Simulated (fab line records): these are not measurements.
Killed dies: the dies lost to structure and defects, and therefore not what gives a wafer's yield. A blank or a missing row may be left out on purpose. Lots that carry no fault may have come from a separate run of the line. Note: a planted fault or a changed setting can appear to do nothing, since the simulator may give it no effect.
A lot that was struck, set against a sound lot / flow sky130 / 20 out of 708 route steps
Sound: the wafers L590.2, L590.3, L590.6. The struck wafers were L606.1, L606.3, L606.4. The cause is named last.
Order at every step that has rows: each side's tool, ch and its chambers, its first start. Under that, the readings that differ: sound wafers / struck wafers / difference of the means / sigmas: that difference in standard deviations of wafers without a fault.
alike: same words and numbers on both sides, and readings whose means sit less than 2 such deviations apart. not compared: any withheld reading, any reading some wafer has no value for, any bound like >300 that may hide the same value, and any number with overlapping values for which the record gives no deviation.
The two part at a step that has a row with sigmas, a row that says differs or no value, or rows on one side only. Numbers that don't overlap but have no deviation are shown without sigmas and don't part them. Lack of a reading on every wafer of one side parts them only where that side has two or more wafers.

SKY_FIELD_ISO_BOW_MEAS_00:
  sound: film metro-02 at day 2 01:01; struck: film metro-02 at day 5 09:00
  alike: INCOMING_BOW
then, 1 step without rows for these wafers: SKY_FIELD_ISO_OXIDATION_01 (stabilise 600 s, purge 300 s, target thk 12 nm).
SKY_FIELD_ISO_THK_MEAS_02:
  sound: film metro-02 at day 2 02:52; struck: film metro-01 at day 5 11:19
reading=FIELD_ISO_OXIDATION_00_THK (nm); sound=11.79 11.84 12.02; struck=12.90 12.90 12.88; difference=+1.01; sigmas=+4
then, 1 step without rows for these wafers: SKY_FIELD_ISO_CVD_03 (deposits Si3N4 from DCS/NH3, target thk 165 nm, time 2830 s).
SKY_FIELD_ISO_THK_MEAS_04:
  sound: film metro-01 at day 2 04:43; struck: film metro-01 at day 5 13:10
  alike: FIELD_ISO_CVD_03_THK
then, 5 steps without rows for these wafers: SKY_FIELD_ISO_DEHYDRATE_05 (time 60 s); SKY_FIELD_ISO_HMDS_06 (prime time 60 s); SKY_FIELD_ISO_COAT_07 (resist thk 60 nm); SKY_FIELD_ISO_COAT_08 (resist thk 450 nm); SKY_FIELD_ISO_SOFTBAKE_09 (time 90 s).
SKY_FIELD_ISO_EXPOSE_10: exposes mask FOM, target cd 150 nm.
  sound on krf scanner-02 ch 0, day 2 12:40; struck on krf scanner-02 ch 0, day 5 22:23
reading=exposure dose mJ cm2; sound=27.981 27.968 27.953; struck=30.883 30.875 30.879; difference=+2.912; sigmas=+99 or more
  alike: mask, stage vel mm s
then, 2 steps without rows for these wafers: SKY_FIELD_ISO_PEB_11; SKY_FIELD_ISO_DEVELOP_12 (develop time 60 s).
SKY_FIELD_ISO_CD_MEAS_13 targets a cd of 150 nm.
  sound: cd sem-02 at day 2 19:00; struck: cd sem-01 at day 6 07:26
reading=cd nm (nm); sound=152.7 152.0 150.7; struck=132.6 132.4 132.5; difference=-19.3; sigmas=-12
SKY_FIELD_ISO_ETCH_14: etches BARC in N2/H2, stops on SiO2, time 45.9 s, target depth 60 nm.
  sound on rie diel-04 ch 0,2,3, day 2 19:06; struck on rie diel-03 ch 0,1,2, day 6 07:33
reading=model.FIELD_ISO.cd nm (nm); sound=153.1 151.9 150.8; struck=133.3 132.5 132.2; difference=-19.3; sigmas=
  alike: bias w, drypump motor current A, oes product au, throttle valve pct
  not compared: rf hours counter h
SKY_FIELD_ISO_ETCH_15: etches the open film in CHF3/O2, stops on Si, target depth 180 nm, time 72 s.
  sound on rie diel-04 ch 0,2,3, day 2 19:09; struck on rie diel-03 ch 0,1,2, day 6 07:36
  alike: bias w, chf3 flow sccm, drypump motor current A, oes product au, throttle valve pct
  not compared: rf hours counter h
SKY_FIELD_ISO_STRIP_16: strips in O2/N2.
  sound on plasma asher-04 ch 0,1, day 2 19:12; struck on plasma asher-04 ch 0,1, day 6 07:39
  alike: drypump motor current A, o2 flow sccm, oes product au, strip time to endpoint s
  not compared: rf hours counter h
SKY_FIELD_ISO_ETCH_17: etches Si in HBr/Cl2/O2, target depth 342 nm, time 97.7 s.
  sound on rie si-01 ch 0,3, day 2 19:18; struck on rie si-02 ch 1,2,3, day 6 07:45
reading=model.FIELD_ISO.cd nm (nm); sound=152.8 150.7 150; struck=133.5 133.4 133.1; difference=-17.8; sigmas=
  alike: bias w, drypump motor current A, oes product au, throttle valve pct
  not compared: rf hours counter h
then, 1 step without rows for these wafers: SKY_FIELD_ISO_WET_ETCH_18 (etches Si3N4 in H3PO4, target depth 25 nm, time 286 s).
-- record jumps: 43 days separate the struck wafers' starts on either side; left off in module FIELD_ISO, taken up again in module PAD_OPEN, whose first shown step is the route's number 708 --
SKY_PAD_OPEN_PROBE_99:
  sound: prober-01 at day 46 07:16; struck: prober-01 at day 49 19:41
reading=killed on rim; sound=12 18 12; struck=28 17 28; difference=+10; sigmas=+3
reading=model.etest.pfet g5v0d10v5.r on ohm um; sound=4770 4685 4665; struck=4934 4877 4928; difference=+206; sigmas=
reading=model.etest.res pdiff.line ohm um; sound=1343 1355 1374; struck=1550 1547 1553; difference=+193; sigmas=
reading=model.etest.res ndiff.line ohm um; sound=757.1 758.4 761.1; struck=853.1 848.1 870.1; difference=+98.2; sigmas=
reading=model.etest.sram nfet pass.drive ua um; sound=509.4 488.1 503.2; struck=423.9 418.2 428.2; difference=-76.8; sigmas=
reading=model.etest.sonos uncharged.r on ohm um; sound=799.8 784.8 795.5; struck=845 854.9 841.3; difference=+54; sigmas=
reading=model.etest.res ndiff.width nm (nm); sound=160.2 156.8 157.2; struck=141.1 139.4 140.3; difference=-17.8; sigmas=
reading=model.etest.res pdiff.width nm (nm); sound=146.5 144.7 143.7; struck=127.7 127 126.7; difference=-17.8; sigmas=
reading=model.etest.sram pfet latch.drive ua um; sound=143.9 148.5 140.7; struck=122.8 127.6 121.2; difference=-20.5; sigmas=
  alike: killed_at_M0_to_M3, killed_at_M4_up, killed at contacts, killed at front end, killed at other, killed dies, killed open, killed short

== WHERE THEY PART ==
At SKY_FIELD_ISO_THK_MEAS_02 first; at SKY_PAD_OPEN_PROBE_99 last (within this record only).

WHY: what had been put in by the simulator
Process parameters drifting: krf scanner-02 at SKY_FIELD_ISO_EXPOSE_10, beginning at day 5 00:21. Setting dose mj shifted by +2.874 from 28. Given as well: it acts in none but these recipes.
